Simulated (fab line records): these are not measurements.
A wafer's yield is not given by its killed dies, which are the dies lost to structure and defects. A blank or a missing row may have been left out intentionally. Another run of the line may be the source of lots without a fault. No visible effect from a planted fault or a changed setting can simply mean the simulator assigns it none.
Which tool is to blame? / flow sky130 / 72 wafers from 24 lots sampled at 5 of the route's 708 steps

## WHAT THE GAUGES SHOWED, per wafer
SKY_NWELL_THK_MEAS_02. Usual: NWELL_OXIDATION_THK typically reads 9.98 nm, with standard deviation 0.15.
lot=L074; measured=day 2 10:31; on=film_metro-02; NWELL_OXIDATION_THK (nm)=10.00 10.07 9.92; flag=
lot=L075; measured=day 2 17:38; on=film_metro-01; NWELL_OXIDATION_THK (nm)=10.02 9.96 9.97; flag=
lot=L076; measured=day 2 21:26; on=film_metro-02; NWELL_OXIDATION_THK (nm)=10.02 9.94 10.08; flag=
lot=L077; measured=day 3 07:02; on=film_metro-02; NWELL_OXIDATION_THK (nm)=10.21 10.03 10.19; flag=
lot=L078; measured=day 3 12:47; on=film_metro-02; NWELL_OXIDATION_THK (nm)=9.86 9.76 9.75; flag=
lot=L079; measured=day 3 16:56; on=film_metro-01; NWELL_OXIDATION_THK (nm)=9.78 10.05 9.90; flag=
lot=L080; measured=day 3 21:30; on=film_metro-01; NWELL_OXIDATION_THK (nm)=10.02 9.88 9.99; flag=
lot=L081; measured=day 4 02:55; on=film_metro-02; NWELL_OXIDATION_THK (nm)=9.80 9.77 9.87; flag=
lot=L082; measured=day 4 08:14; on=film_metro-02; NWELL_OXIDATION_THK (nm)=9.85 9.95 9.84; flag=
lot=L083; measured=day 4 12:35; on=film_metro-04; NWELL_OXIDATION_THK (nm)=9.86 9.76 9.85; flag=
lot=L084; measured=day 4 18:34; on=film_metro-02; NWELL_OXIDATION_THK (nm)=10.12 10.06 10.03; flag=
lot=L085; measured=day 4 22:56; on=film_metro-01; NWELL_OXIDATION_THK (nm)=10.08 10.06 10.17; flag=
lot=L086; measured=day 5 02:03; on=film_metro-02; NWELL_OXIDATION_THK (nm)=10.12 10.06 10.04; flag=
lot=L087; measured=day 5 09:26; on=film_metro-02; NWELL_OXIDATION_THK (nm)=9.64 9.66 9.74; flag=
lot=L088; measured=day 5 14:46; on=film_metro-02; NWELL_OXIDATION_THK (nm)=9.93 10.07 10.10; flag=
lot=L089; measured=day 5 19:06; on=film_metro-01; NWELL_OXIDATION_THK (nm)=10.04 10.17 10.19; flag=
lot=L090; measured=day 6 00:43; on=film_metro-02; NWELL_OXIDATION_THK (nm)=10.02 10.05 10.26; flag=
lot=L091; measured=day 6 06:19; on=film_metro-01; NWELL_OXIDATION_THK (nm)=9.78 9.76 9.76; flag=
lot=L092; measured=day 6 15:07; on=film_metro-02; NWELL_OXIDATION_THK (nm)=9.99 9.93 9.84; flag=
lot=L093; measured=day 6 17:42; on=film_metro-01; NWELL_OXIDATION_THK (nm)=10.03 9.84 9.98; flag=
lot=L094; measured=day 6 22:53; on=film_metro-02; NWELL_OXIDATION_THK (nm)=9.83 9.93 9.95; flag=
lot=L095; measured=day 7 00:26; on=film_metro-02; NWELL_OXIDATION_THK (nm)=9.99 10.06 10.28; flag=
lot=L096; measured=day 7 08:52; on=film_metro-02; NWELL_OXIDATION_THK (nm)=10.15 10.14 10.25; flag=
lot=L097; measured=day 7 14:02; on=film_metro-02; NWELL_OXIDATION_THK (nm)=9.88 9.95 9.91; flag=

SKY_LI_CONTACT_CD_MEAS_12: target cd 170 nm. Usual: cd_nm at 170.1 nm, with a standard deviation of 1.6.
lot=L074; measured=day 28 23:08; on=cd_sem-02; cd_nm (nm)=168.9 168.8 169.7; flag=
lot=L075; measured=day 29 02:48; on=cd_sem-01; cd_nm (nm)=170.0 171.5 171.1; flag=
lot=L076; measured=day 29 07:15; on=cd_sem-02; cd_nm (nm)=167.8 168.2 167.0; flag=
lot=L077; measured=day 31 12:02; on=cd_sem-02; cd_nm (nm)=172.6 172.8 171.7; flag=
lot=L078; measured=day 31 12:40; on=cd_sem-01; cd_nm (nm)=169.2 168.6 169.9; flag=
lot=L079; measured=day 31 09:19; on=cd_sem-01; cd_nm (nm)=169.6 169.8 171.0; flag=
lot=L080; measured=day 31 15:20; on=cd_sem-02; cd_nm (nm)=168.6 170.5 169.2; flag=
lot=L081; measured=day 31 13:57; on=cd_sem-02; cd_nm (nm)=172.2 171.9 172.9; flag=
lot=L082; measured=day 31 22:32; on=cd_sem-02; cd_nm (nm)=171.2 168.9 171.2; flag=
lot=L083; measured=day 33 07:26; on=cd_sem-02; cd_nm (nm)=169.3 169.2 171.2; flag=
lot=L084; measured=day 33 08:49; on=cd_sem-01; cd_nm (nm)=167.7 168.7 168.4; flag=
lot=L085; measured=day 33 13:05; on=cd_sem-02; cd_nm (nm)=171.3 172.1 170.3; flag=
lot=L086; measured=day 33 11:10; on=cd_sem-02; cd_nm (nm)=169.8 170.2 170.7; flag=
lot=L087; measured=day 33 13:55; on=cd_sem-01; cd_nm (nm)=168.2 169.9 168.2; flag=
lot=L088; measured=day 33 21:14; on=cd_sem-01; cd_nm (nm)=167.7 167.2 167.1; flag=
lot=L089; measured=day 33 20:35; on=cd_sem-01; cd_nm (nm)=170.0 169.6 168.6; flag=
lot=L090; measured=day 34 06:44; on=cd_sem-01; cd_nm (nm)=168.8 169.8 170.4; flag=
lot=L091; measured=day 34 11:09; on=cd_sem-02; cd_nm (nm)=173.6 173.0 173.5; flag=
lot=L092; measured=day 34 20:17; on=cd_sem-01; cd_nm (nm)=172.5 172.7 171.9; flag=
lot=L093; measured=day 35 12:17; on=cd_sem-02; cd_nm (nm)=170.4 169.3 168.9; flag=
lot=L094; measured=day 35 08:37; on=cd_sem-01; cd_nm (nm)=169.1 170.6 171.2; flag=
lot=L095; measured=day 35 13:34; on=cd_sem-01; cd_nm (nm)=170.2 171.6 170.4; flag=
lot=L096; measured=day 36 04:52; on=cd_sem-02; cd_nm (nm)=168.4 168.9 170.3; flag=
lot=L097; measured=day 36 05:38; on=cd_sem-01; cd_nm (nm)=170.5 168.1 170.2; flag=

SKY_LOCAL_INTERCONNECT_CD_MEAS_11: target cd 170 nm. Usual: cd_nm at 170.0 nm, with a standard deviation of 1.5.
lot=L074; measured=day 30 05:45; on=cd_sem-01; cd_nm (nm)=172.7 171.3 171.5; flag=
lot=L075; measured=day 30 08:49; on=cd_sem-01; cd_nm (nm)=171.9 172.1 171.9; flag=
lot=L076; measured=day 30 18:43; on=cd_sem-02; cd_nm (nm)=170.8 172.4 169.8; flag=
lot=L077; measured=day 32 16:51; on=cd_sem-01; cd_nm (nm)=170.2 170.1 171.0; flag=
lot=L078; measured=day 32 17:25; on=cd_sem-02; cd_nm (nm)=170.9 171.4 171.7; flag=
lot=L079; measured=day 32 13:10; on=cd_sem-01; cd_nm (nm)=169.7 170.6 171.4; flag=
lot=L080; measured=day 32 19:41; on=cd_sem-02; cd_nm (nm)=170.2 169.2 169.6; flag=
lot=L081; measured=day 32 17:49; on=cd_sem-01; cd_nm (nm)=171.6 170.2 170.3; flag=
lot=L082; measured=day 33 02:54; on=cd_sem-01; cd_nm (nm)=169.6 171.6 171.4; flag=
lot=L083; measured=day 34 12:16; on=cd_sem-01; cd_nm (nm)=171.4 170.8 171.8; flag=
lot=L084; measured=day 34 13:14; on=cd_sem-01; cd_nm (nm)=169.7 170.4 169.3; flag=
lot=L085; measured=day 34 17:52; on=cd_sem-02; cd_nm (nm)=170.4 171.2 171.8; flag=
lot=L086; measured=day 34 15:45; on=cd_sem-02; cd_nm (nm)=169.8 169.2 168.0; flag=
lot=L087; measured=day 34 18:13; on=cd_sem-01; cd_nm (nm)=167.4 167.4 166.9; flag=
lot=L088; measured=day 35 01:24; on=cd_sem-02; cd_nm (nm)=167.3 169.4 168.4; flag=
lot=L089; measured=day 35 00:44; on=cd_sem-02; cd_nm (nm)=171.1 170.2 170.0; flag=
lot=L090; measured=day 35 11:22; on=cd_sem-02; cd_nm (nm)=169.3 169.6 168.5; flag=
lot=L091; measured=day 35 15:20; on=cd_sem-01; cd_nm (nm)=168.6 168.8 167.7; flag=
lot=L092; measured=day 36 00:37; on=cd_sem-02; cd_nm (nm)=169.8 168.7 169.4; flag=
lot=L093; measured=day 36 16:20; on=cd_sem-01; cd_nm (nm)=172.4 173.9 171.5; flag=
lot=L094; measured=day 36 12:10; on=cd_sem-02; cd_nm (nm)=173.2 172.0 171.5; flag=
lot=L095; measured=day 36 17:58; on=cd_sem-01; cd_nm (nm)=169.5 169.9 170.5; flag=
lot=L096; measured=day 37 08:56; on=cd_sem-01; cd_nm (nm)=168.2 167.5 167.3; flag=
lot=L097; measured=day 37 09:46; on=cd_sem-02; cd_nm (nm)=169.5 168.4 169.0; flag=

SKY_CONTACT_OVL_MEAS_15. Usual: CONTACT_OVL typically reads -5 nm, with standard deviation 6.4.
lot=L074; measured=day 31 11:33; on=overlay-01; CONTACT_OVL (nm)=1 -6 -1; flag=
lot=L075; measured=day 31 14:44; on=overlay-02; CONTACT_OVL (nm)=1 -2 -2; flag=
lot=L076; measured=day 31 22:49; on=overlay-01; CONTACT_OVL (nm)=-4 1 -1; flag=
lot=L077; measured=day 33 22:38; on=overlay-02; CONTACT_OVL (nm)=4 -3 -1; flag=
lot=L078; measured=day 33 22:48; on=overlay-02; CONTACT_OVL (nm)=-15 -10 -15; flag=
lot=L079; measured=day 33 18:03; on=overlay-01; CONTACT_OVL (nm)=-5 -14 -16; flag=
lot=L080; measured=day 34 01:02; on=overlay-02; CONTACT_OVL (nm)=-12 -10 -8; flag=
lot=L081; measured=day 33 23:17; on=overlay-01; CONTACT_OVL (nm)=2 4 1; flag=
lot=L082; measured=day 34 07:02; on=overlay-01; CONTACT_OVL (nm)=-7 0 2; flag=
lot=L083; measured=day 35 15:55; on=overlay-01; CONTACT_OVL (nm)=-9 1 -10; flag=
lot=L084; measured=day 35 16:15; on=overlay-01; CONTACT_OVL (nm)=4 3 -1; flag=
lot=L085; measured=day 35 21:51; on=overlay-02; CONTACT_OVL (nm)=-2 -7 -1; flag=
lot=L086; measured=day 35 19:47; on=overlay-01; CONTACT_OVL (nm)=2 2 -4; flag=
lot=L087; measured=day 35 22:08; on=overlay-01; CONTACT_OVL (nm)=1 14 10; flag=
lot=L088; measured=day 36 05:23; on=overlay-02; CONTACT_OVL (nm)=-9 -5 -4; flag=
lot=L089; measured=day 36 04:11; on=overlay-01; CONTACT_OVL (nm)=-9 -7 1; flag=
lot=L090; measured=day 36 15:11; on=overlay-01; CONTACT_OVL (nm)=-4 -1 -8; flag=
lot=L091; measured=day 36 18:29; on=overlay-01; CONTACT_OVL (nm)=-7 -9 -4; flag=
lot=L092; measured=day 37 04:29; on=overlay-01; CONTACT_OVL (nm)=-4 -12 -15; flag=
lot=L093; measured=day 37 20:32; on=overlay-01; CONTACT_OVL (nm)=-9 -6 -3; flag=
lot=L094; measured=day 37 15:25; on=overlay-02; CONTACT_OVL (nm)=-3 1 -1; flag=
lot=L095; measured=day 37 21:51; on=overlay-02; CONTACT_OVL (nm)=-6 -13 -9; flag=
lot=L096; measured=day 38 11:50; on=overlay-01; CONTACT_OVL (nm)=-1 -6 5; flag=
lot=L097; measured=day 38 13:42; on=overlay-02; CONTACT_OVL (nm)=-11 -10 -12; flag=

## WHICH TOOL RAN EACH LOT (tool, then ch and the chambers of the sampled wafers, then the start)
lot=L074; SKY_POLY_CUT_STRIP_12=plasma_asher-03 ch 0,1, day 24 00:24
lot=L075; SKY_POLY_CUT_STRIP_12=plasma_asher-01 ch 0,1, day 24 03:02
lot=L076; SKY_POLY_CUT_STRIP_12=plasma_asher-02 ch 0,1, day 24 10:18
lot=L077; SKY_POLY_CUT_STRIP_12=plasma_asher-01 ch 0,1, day 26 14:26
lot=L078; SKY_POLY_CUT_STRIP_12=plasma_asher-02 ch 0,1, day 26 15:46
lot=L079; SKY_POLY_CUT_STRIP_12=plasma_asher-03 ch 0,1, day 26 11:57
lot=L080; SKY_POLY_CUT_STRIP_12=plasma_asher-03 ch 0,1, day 26 19:23
lot=L081; SKY_POLY_CUT_STRIP_12=plasma_asher-03 ch 0,1, day 26 18:05
lot=L082; SKY_POLY_CUT_STRIP_12=plasma_asher-03 ch 0, day 27 04:08
lot=L083; SKY_POLY_CUT_STRIP_12=plasma_asher-01 ch 0,1, day 28 16:32
lot=L084; SKY_POLY_CUT_STRIP_12=plasma_asher-03 ch 0,1, day 28 17:14
lot=L085; SKY_POLY_CUT_STRIP_12=plasma_asher-02 ch 0,1, day 28 20:59
lot=L086; SKY_POLY_CUT_STRIP_12=plasma_asher-01 ch 0,1, day 28 18:59
lot=L087; SKY_POLY_CUT_STRIP_12=plasma_asher-01 ch 0,1, day 28 22:19
lot=L088; SKY_POLY_CUT_STRIP_12=plasma_asher-01 ch 0,1, day 29 04:27
lot=L089; SKY_POLY_CUT_STRIP_12=plasma_asher-02 ch 1, day 29 03:43
lot=L090; SKY_POLY_CUT_STRIP_12=plasma_asher-01 ch 0,1, day 29 17:18
lot=L091; SKY_POLY_CUT_STRIP_12=plasma_asher-02 ch 0,1, day 29 20:27
lot=L092; SKY_POLY_CUT_STRIP_12=plasma_asher-02 ch 0,1, day 30 07:08
lot=L093; SKY_POLY_CUT_STRIP_12=plasma_asher-01 ch 1, day 30 22:39
lot=L094; SKY_POLY_CUT_STRIP_12=plasma_asher-02 ch 0,1, day 30 18:39
lot=L095; SKY_POLY_CUT_STRIP_12=plasma_asher-01 ch 0,1, day 31 00:23
lot=L096; SKY_POLY_CUT_STRIP_12=plasma_asher-01 ch 0,1, day 31 16:17
lot=L097; SKY_POLY_CUT_STRIP_12=plasma_asher-02 ch 0,1, day 31 16:28
- SKY_POLY_CUT_STRIP_12: strips in O2/N2.

## AS READ BY THE TOOLS THEMSELVES (means over the sampled wafers that have a number; for cases with no such wafer, the mark the record gives instead)
SKY_POLY_CUT_STRIP_12. Usual: drypump_motor_current_A 5.7 A, standard deviation 0.42; o2_flow_sccm 3001 sccm, standard deviation 9.2; oes_product_au 0.453 a.u., standard deviation 0.0046; strip_time_to_endpoint_s 5.373 s, standard deviation 0.016.
lot=L074; tool=plasma_asher-03; drypump_motor_current_A (A)=6.0; o2_flow_sccm (sccm)=3001; oes_product_au (a.u.)=0.449; strip_time_to_endpoint_s (s)=5.363; flag=
lot=L075; tool=plasma_asher-01; drypump_motor_current_A (A)=5.6; o2_flow_sccm (sccm)=2996; oes_product_au (a.u.)=0.450; strip_time_to_endpoint_s (s)=5.379; flag=
lot=L076; tool=plasma_asher-02; drypump_motor_current_A (A)=5.3; o2_flow_sccm (sccm)=3011; oes_product_au (a.u.)=0.452; strip_time_to_endpoint_s (s)=5.360; flag=
lot=L077; tool=plasma_asher-01; drypump_motor_current_A (A)=5.8; o2_flow_sccm (sccm)=3002; oes_product_au (a.u.)=0.451; strip_time_to_endpoint_s (s)=5.367; flag=
lot=L078; tool=plasma_asher-02; drypump_motor_current_A (A)=5.3; o2_flow_sccm (sccm)=3009; oes_product_au (a.u.)=0.457; strip_time_to_endpoint_s (s)=5.386; flag=
lot=L079; tool=plasma_asher-03; drypump_motor_current_A (A)=6.0; o2_flow_sccm (sccm)=3001; oes_product_au (a.u.)=0.454; strip_time_to_endpoint_s (s)=5.364; flag=
lot=L080; tool=plasma_asher-03; drypump_motor_current_A (A)=6.0; o2_flow_sccm (sccm)=3002; oes_product_au (a.u.)=0.450; strip_time_to_endpoint_s (s)=5.372; flag=
lot=L081; tool=plasma_asher-03; drypump_motor_current_A (A)=6.3; o2_flow_sccm (sccm)=2997; oes_product_au (a.u.)=0.452; strip_time_to_endpoint_s (s)=5.367; flag=
lot=L082; tool=plasma_asher-03; drypump_motor_current_A (A)=5.8; o2_flow_sccm (sccm)=2994; oes_product_au (a.u.)=0.455; strip_time_to_endpoint_s (s)=5.378; flag=
lot=L083; tool=plasma_asher-01; drypump_motor_current_A (A)=5.6; o2_flow_sccm (sccm)=2999; oes_product_au (a.u.)=0.452; strip_time_to_endpoint_s (s)=5.377; flag=
lot=L084; tool=plasma_asher-03; drypump_motor_current_A (A)=6.0; o2_flow_sccm (sccm)=2999; oes_product_au (a.u.)=0.455; strip_time_to_endpoint_s (s)=5.363; flag=
lot=L085; tool=plasma_asher-02; drypump_motor_current_A (A)=5.3; o2_flow_sccm (sccm)=2996; oes_product_au (a.u.)=0.452; strip_time_to_endpoint_s (s)=5.374; flag=
lot=L086; tool=plasma_asher-01; drypump_motor_current_A (A)=5.6; o2_flow_sccm (sccm)=2992; oes_product_au (a.u.)=0.457; strip_time_to_endpoint_s (s)=5.355; flag=
lot=L087; tool=plasma_asher-01; drypump_motor_current_A (A)=5.7; o2_flow_sccm (sccm)=3002; oes_product_au (a.u.)=0.458; strip_time_to_endpoint_s (s)=5.402; flag=
lot=L088; tool=plasma_asher-01; drypump_motor_current_A (A)=5.7; o2_flow_sccm (sccm)=3003; oes_product_au (a.u.)=0.454; strip_time_to_endpoint_s (s)=5.370; flag=
lot=L089; tool=plasma_asher-02; drypump_motor_current_A (A)=5.5; o2_flow_sccm (sccm)=3009; oes_product_au (a.u.)=0.461; strip_time_to_endpoint_s (s)=5.371; flag=
lot=L090; tool=plasma_asher-01; drypump_motor_current_A (A)=5.7; o2_flow_sccm (sccm)=2999; oes_product_au (a.u.)=0.448; strip_time_to_endpoint_s (s)=5.392; flag=
lot=L091; tool=plasma_asher-02; drypump_motor_current_A (A)=5.2; o2_flow_sccm (sccm)=2994; oes_product_au (a.u.)=0.454; strip_time_to_endpoint_s (s)=5.374; flag=
lot=L092; tool=plasma_asher-02; drypump_motor_current_A (A)=5.2; o2_flow_sccm (sccm)=2994; oes_product_au (a.u.)=0.455; strip_time_to_endpoint_s (s)=5.373; flag=
lot=L093; tool=plasma_asher-01; drypump_motor_current_A (A)=5.5; o2_flow_sccm (sccm)=2999; oes_product_au (a.u.)=0.451; strip_time_to_endpoint_s (s)=5.369; flag=
lot=L094; tool=plasma_asher-02; drypump_motor_current_A (A)=5.2; o2_flow_sccm (sccm)=3006; oes_product_au (a.u.)=0.454; strip_time_to_endpoint_s (s)=5.374; flag=
lot=L095; tool=plasma_asher-01; drypump_motor_current_A (A)=5.6; o2_flow_sccm (sccm)=3003; oes_product_au (a.u.)=0.449; strip_time_to_endpoint_s (s)=5.359; flag=
lot=L096; tool=plasma_asher-01; drypump_motor_current_A (A)=5.6; o2_flow_sccm (sccm)=2998; oes_product_au (a.u.)=0.453; strip_time_to_endpoint_s (s)=5.371; flag=
lot=L097; tool=plasma_asher-02; drypump_motor_current_A (A)=5.2; o2_flow_sccm (sccm)=3004; oes_product_au (a.u.)=0.458; strip_time_to_endpoint_s (s)=5.389; flag=

## THE ANSWER, worked out from the rows above alone
Rule: a lot counts as off when the mean over its wafers that have a number is more than 3 standard deviations away from the usual mean. Also off: a lot with no number at a reading for which 4 or more lots have one. Where the step has rows for the other lots, those lots are counted as sound. The gauges are gone through in route order, then the tools' own readings, and for those a lot's mean is taken as printed above. At the first step where some lot is off, the reading lying furthest off is the one used; lots without a number count as furthest.
None of the lots is off at any reading shown; this tells nothing.

## WHAT HAD BEEN PUT IN BY THE SIMULATOR
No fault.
